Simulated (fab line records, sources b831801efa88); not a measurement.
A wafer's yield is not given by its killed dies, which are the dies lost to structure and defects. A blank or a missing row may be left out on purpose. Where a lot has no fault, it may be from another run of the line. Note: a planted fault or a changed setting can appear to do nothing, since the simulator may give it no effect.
Chamber matching + flow gf180mcu + pecvd-04 running GF_PASSIVATION_CVD_02: 3 sister chambers
The step deposits Si3N4, target thk 700 nm, time 486.18 s. 18 wafers are shown with their chamber, then 9 later ones without.

== WAFERS WITH THEIR CHAMBER ==
| wafer  | chamber | heater power w (W) |
|--------|---------|--------------------|
| L729.2 | 1       | 608                |
| L729.3 | 2       | 639                |
| L729.5 | 1       | 636                |
| L730.3 | 2       | 716                |
| L730.5 | 0       | 688                |
| L730.6 | 1       | 655                |
| L731.1 | 1       | 616                |
| L731.4 | 2       | 673                |
| L731.5 | 0       | 607                |
| L732.2 | 2       | 656                |
| L732.3 | 1       | 520                |
| L732.5 | 2       | 688                |
| L733.1 | 2       | 739                |
| L733.4 | 0       | 684                |
| L733.5 | 1       | 607                |
| L736.1 | 1       | 586                |
| L736.3 | 2       | 745                |
| L736.5 | 0       | 657                |

SIGNATURES, as means of the wafers listed above
| reading        | chamber 0 | chamber 1 | chamber 2 | scatter within a chamber |
|----------------|-----------|-----------|-----------|--------------------------|
| heater power w | 659.00    | 604.00    | 693.71    | 41.2                     |
Rule: a wafer lies at a distance from a chamber equal to the root of the sum of squares, over the readings, of (its reading less the chamber's mean, divided by the reading's scatter). The wafer belongs to the nearest chamber; if the next one is less than 2 further off, it can't be placed. How the scatter is found: for the shown wafers, subtract from each reading the mean of its chamber, square and add these, divide the total by (wafers less chambers), then take the root.

== WAFERS WITHOUT THEIR CHAMBER ==
| wafer  | heater power w (W) |
|--------|--------------------|
| L747.3 | 710                |
| L747.4 | 596                |
| L747.6 | 611                |
| L749.1 | 752                |
| L749.3 | 587                |
| L749.6 | 601                |
| L751.2 | 610                |
| L751.3 | 546                |
| L751.5 | 616                |

== CHAMBER TAKEN BY EACH ==
| wafer  | from the rows above          | in truth |
|--------|------------------------------|----------|
| L747.3 | can't be placed: 2 or 0      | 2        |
| L747.4 | can't be placed: 1 or 0      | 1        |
| L747.6 | can't be placed: 1 or 0 or 2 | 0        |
| L749.1 | can't be placed: 2 or 0      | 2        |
| L749.3 | can't be placed: 1 or 0      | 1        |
| L749.6 | can't be placed: 1 or 0      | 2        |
| L751.2 | can't be placed: 1 or 0 or 2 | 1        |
| L751.3 | can't be placed: 1 or 0      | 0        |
| L751.5 | can't be placed: 1 or 0 or 2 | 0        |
Correct placement for 0 of the 9. These rows do not allow placing 9 (true chamber among the candidates in 8). 0 placed wrongly.
